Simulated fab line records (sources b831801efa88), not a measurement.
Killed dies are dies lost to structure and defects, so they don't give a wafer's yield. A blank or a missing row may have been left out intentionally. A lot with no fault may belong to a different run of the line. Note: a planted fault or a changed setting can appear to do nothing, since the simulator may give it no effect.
Chamber matching	flow gf180mcu	pecvd-04 running GF_MIM_CVD_05: 3 sister chambers
The step deposits Si3N4, target thk 42 nm, time 29.086 s. 16 wafers are shown with their chamber, then 8 later ones without.

WAFERS WITH THEIR CHAMBER
wafer	chamber	heater power w (W)	heater power outer w (W)
L074.2	1	504	311
L074.4	0	614	340
L074.6	1	507	306
L077.1	1	412	246
L077.3	0	659	399
L077.4	2	520	269
L078.1	0	653	373
L078.5	2	509	274
L078.6	0	650	374
L080.2	2	595	336
L080.4	2	593	337
L080.5	0	607	344
L083.1	1	468	276
L083.3	0	629	353
L083.4	1	466	281
L086.4	1	521	324

SIGNATURES (averages over the wafers above)
reading	chamber 0	chamber 1	chamber 2	scatter within a chamber
heater power w	635.33	479.67	554.25	35.9
heater power outer w	363.83	290.67	304.00	28.8
Rule: for a wafer and a chamber, the distance is found by dividing, reading by reading, the gap between the wafer's reading and the chamber's mean by the reading's scatter, squaring, summing and taking the root. If the next closest chamber is less than 2 further off than the closest, the wafer can't be placed; otherwise it belongs to the closest. The scatter is the square root of a quotient: the sum, over the shown wafers, of each reading's squared deviation from its chamber's mean, divided by wafers minus chambers.

WAFERS WITH NO CHAMBER GIVEN
wafer	heater power w (W)	heater power outer w (W)
L086.5	582	319
L086.6	620	358
L089.1	684	411
L089.2	508	307
L089.3	593	333
L094.2	613	354
L094.3	525	310
L094.4	498	313

WHICH CHAMBER EACH ONE RAN IN
wafer	from the rows above	in truth
L086.5	can't be placed: 2 or 0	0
L086.6	0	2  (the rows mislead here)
L089.1	0	0
L089.2	can't be placed: 1 or 2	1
L089.3	can't be placed: 2 or 0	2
L094.2	can't be placed: 0 or 2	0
L094.3	can't be placed: 2 or 1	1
L094.4	can't be placed: 1 or 2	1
Correct placement for 1 of the 8. These rows do not allow placing 6 (true chamber among the candidates in 6). Number placed wrongly: 1.
